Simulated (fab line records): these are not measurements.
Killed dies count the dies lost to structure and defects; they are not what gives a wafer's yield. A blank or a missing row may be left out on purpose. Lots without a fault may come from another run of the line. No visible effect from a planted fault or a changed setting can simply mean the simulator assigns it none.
Comparing a struck lot with a sound one / flow gf180mcu / 15 steps out of a route of 602
Sound: wafers L992.2, L992.5, L992.6. Wafers struck: L995.2, L995.5, L995.6. Last of all comes the cause.
For every step that has rows: the tool of each side, followed by ch and its chambers, followed by its first start. Under that, the readings that differ: sound wafers / struck wafers / difference of the means / sigmas: that difference in standard deviations of wafers without a fault.
alike: readings with means less than 2 such deviations apart, plus words and numbers identical on both sides. not compared: withheld readings, readings lacking a value on some wafer, bounds such as >300 that could conceal the same value, and numbers that have no deviation in the record and whose values overlap.
Wherever a step has rows on one side only, a row that says differs or no value, or a row with sigmas, the two part there. Numbers that have no deviation but don't overlap get no sigmas and don't part them. Lack of a reading on every wafer of one side parts them only where that side has two or more wafers.

GF_V4_BOW_MEAS_05:
  struck on film metro-01, day 28 06:17; sound on film metro-04, day 27 23:19
  alike: V4_BOW
then, 8 steps without rows for these wafers: GF_V4_DEHYDRATE_06 (time 60 s); GF_V4_HMDS_07 (prime time 60 s); GF_V4_COAT_08; GF_V4_COAT_09 (resist thk 1000 nm); GF_V4_SOFTBAKE_10 (time 60 s); GF_V4_EXPOSE_11 (exposes mask Via4, target cd 260 nm); GF_V4_PEB_12 (peb time 90 s); GF_V4_DEVELOP_13 (develop time 60 s).
GF_V4_CD_MEAS_14 targets a cd of 260 nm.
  struck on cd sem-02, day 29 02:07; sound on cd sem-02, day 28 19:10
  alike: cd nm
GF_V4_OVL_MEAS_15:
  struck on overlay-01, day 29 02:13; sound on overlay-02, day 28 19:16
  alike: V4_OVL
GF_V4_ETCH_16: etches BARC in N2/H2.
  sound on rie diel-02 ch 0,1,2, day 28 19:17; struck on rie diel-04 ch 1,2,3, day 29 02:14
  alike: bias w, chamber pressure mTorr, drypump motor current A, n2 flow sccm, oes product au, throttle valve pct
GF_V4_ETCH_17: etches SiO2 in C4F8/O2/Ar, stops on TiN, target depth 630 nm.
  sound on rie diel-02 ch 0,1,2, day 28 19:00; struck on rie diel-04 ch 1,2,3, day 29 02:00
  no value came back on the struck wafers for bias w (W), chamber pressure mTorr (mTorr), oes product au (a.u.); on the sound wafers bias w (W) reads 1203 1195 1193
GF_V4_STRIP_18: strips in O2/N2.
  sound on plasma asher-01 ch 0,1, day 28 19:25; struck on plasma asher-04 ch 0,1, day 29 02:22
reading=oes product au (a.u.); sound=0.584 0.599 0.599; struck=0.659 0.665 0.668; difference=+0.070; sigmas=+13
  alike: drypump motor current A, heater power w, n2 flow sccm
  not compared: rf hours counter h
then, 1 step without rows for these wafers: GF_V4_STRIP_19 (strips in post etch residue remover, time 1200 s).

## WHERE THEY PART
At GF_V4_ETCH_17 first; at GF_V4_STRIP_18 last (within this record only).

WHY: the cause the simulator had injected
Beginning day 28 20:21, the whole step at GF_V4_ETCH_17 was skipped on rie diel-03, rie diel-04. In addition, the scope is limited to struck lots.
